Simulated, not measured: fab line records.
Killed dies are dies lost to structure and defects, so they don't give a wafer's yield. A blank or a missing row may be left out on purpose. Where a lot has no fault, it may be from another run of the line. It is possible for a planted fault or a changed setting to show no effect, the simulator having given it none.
Which of the tools did it?    flow gf180mcu    21 wafers from 7 lots sampled at 3 of the route's 602 steps

== WHAT THE GAUGES READ, wafer by wafer ==
GF_NWELL_OVL_MEAS_07.
lot   measured     on          NWELL_OVL (nm)
L837  day 4 05:14  overlay-01  2.5 1.4 2.1
L841  day 5 05:03  overlay-01  -0.7 0.7 1.1
L843  day 5 13:04  overlay-01  1.4 1.8 -0.2
L846  day 6 08:28  overlay-02  1.6 -1.6 -1.0
L848  day 6 16:39  overlay-02  0.4 2.5 1.7
L853  day 7 19:52  overlay-01  1.1 1.9 1.7
L856  day 8 14:43  overlay-02  1.8 1.1 1.7

== EACH LOT AND THE TOOL THAT RAN IT (in order: tool; ch and the chambers of the sampled wafers; start) ==
lot   GF_STI_ETCH_13                    GF_NWELL_COAT_02
L837  rieDiel-03 ch 0,1,3, day 2 21:25  lithoTrack-02 ch 0, day 3 22:46
L841  rieDiel-03 ch 0,1,3, day 3 20:26  lithoTrack-04 ch 0, day 4 21:46
L843  rieDiel-04 ch 1,2, day 4 03:58    lithoTrack-02 ch 0, day 5 06:16
L846  rieDiel-03 ch 0,1,2, day 4 20:07  lithoTrack-04 ch 0, day 6 01:08
L848  rieDiel-03 ch 0,1,2, day 5 06:17  lithoTrack-02 ch 0, day 6 08:56
L853  rieDiel-01 ch 0,1,2, day 6 07:56  lithoTrack-02 ch 0, day 7 11:44
L856  rieDiel-03 ch 1,2,3, day 7 02:35  lithoTrack-03 ch 0, day 8 06:34
- GF_STI_ETCH_13: etches the open film in CHF3/O2, stops on Si, target depth 282.31 nm, time 112.9 s.
- GF_NWELL_COAT_02: resist thk 3000 nm.

== THE ANSWER, worked out from the rows above alone ==
Rule: the lots themselves supply what counts as usual. Put in order of their means at a reading, lots are off if they are a third of the lots or fewer, leave a main group of 4 or more, and stand apart from it by a gap of 3 or more times the standard deviation of the main group's means; of several such gaps the widest counts. A main group is skipped when, at the precision printed for the reading in the tables above, its means are all equal. Also off: a lot with no number at a reading for which 4 or more lots have one. Where the step has rows for the other lots, those lots are counted as sound.
Nothing can be told from this: no lot is off at any reading shown.

== WHAT WAS PUT IN BY THE SIMULATOR ==
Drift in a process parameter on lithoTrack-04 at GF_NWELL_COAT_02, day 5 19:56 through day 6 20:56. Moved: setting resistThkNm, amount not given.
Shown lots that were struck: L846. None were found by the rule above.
